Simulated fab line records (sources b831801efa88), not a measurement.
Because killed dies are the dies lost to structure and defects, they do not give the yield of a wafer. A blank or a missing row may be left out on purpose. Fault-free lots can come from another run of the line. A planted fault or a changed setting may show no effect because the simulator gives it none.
The tool behind it: which one? | flow gf180mcu | route of 602 steps, sampled at 1 step: 13 lots, 39 wafers

## WHAT THE GAUGES SHOWED, per wafer
GF_SAB_OVL_MEAS_10.
lot  | measured     | on         | SAB_OVL (nm)
L853 | day 15 23:35 | overlay-01 | 0.6 0.4 0.3
L854 | day 16 02:49 | overlay-02 | 2.4 1.1 1.0
L855 | day 16 08:29 | overlay-02 | 0.5 0.7 1.1
L856 | day 16 17:16 | overlay-01 | 1.6 1.9 0.7
L857 | day 17 00:49 | overlay-01 | -0.2 2.2 1.9
L859 | day 18 03:59 | overlay-02 | 1.8 1.3 -0.5
L860 | day 18 07:59 | overlay-01 | 0.8 2.4 0.3
L865 | day 19 20:09 | overlay-01 | -1.2 -1.8 -1.3
L866 | day 20 06:22 | overlay-01 | 0.0 0.1 -1.6
L868 | day 20 22:59 | overlay-02 | -0.4 -0.7 0.8
L872 | day 22 03:44 | overlay-02 | -2.8 -2.2 -1.2
L873 | day 22 14:37 | overlay-01 | -0.2 -2.2 0.7
L874 | day 22 19:13 | overlay-01 | -0.8 0.0 1.1

## WHICH TOOL RAN EACH LOT (tool, then ch and the chambers of the sampled wafers, then the start)
The record shows no process step preceding these readings.

## WHAT THE TOOLS THEMSELVES READ (means of the sampled wafers that have a number; where no wafer has one, the mark that the record gives instead)
The record holds no such reading with a usual standard deviation.

## THE ANSWER, worked out from the rows above alone
Rule: what is usual is taken from the lots themselves. Put in order of their means at a reading, lots are off if they are a third of the lots or fewer, leave a main group of 4 or more, and stand apart from it by a gap of 3 or more times the standard deviation of the main group's means; of several such gaps the widest counts. The tables above print the reading to a certain number of digits; a main group whose means all agree to those digits is not used. Also off: a lot with no number at a reading for which 4 or more lots have one. Any other lot the step has rows for is counted as sound. Order of review: gauges by route order, followed by the tools' own readings, for which a lot's mean as printed above is used. The first step at which some lot is off is used, and at that step the reading that is off furthest; a lot without a number counts as furthest.
Across all readings shown, no lot is off: no conclusion can be drawn from this.

## WHAT THE SIMULATOR PUT IN
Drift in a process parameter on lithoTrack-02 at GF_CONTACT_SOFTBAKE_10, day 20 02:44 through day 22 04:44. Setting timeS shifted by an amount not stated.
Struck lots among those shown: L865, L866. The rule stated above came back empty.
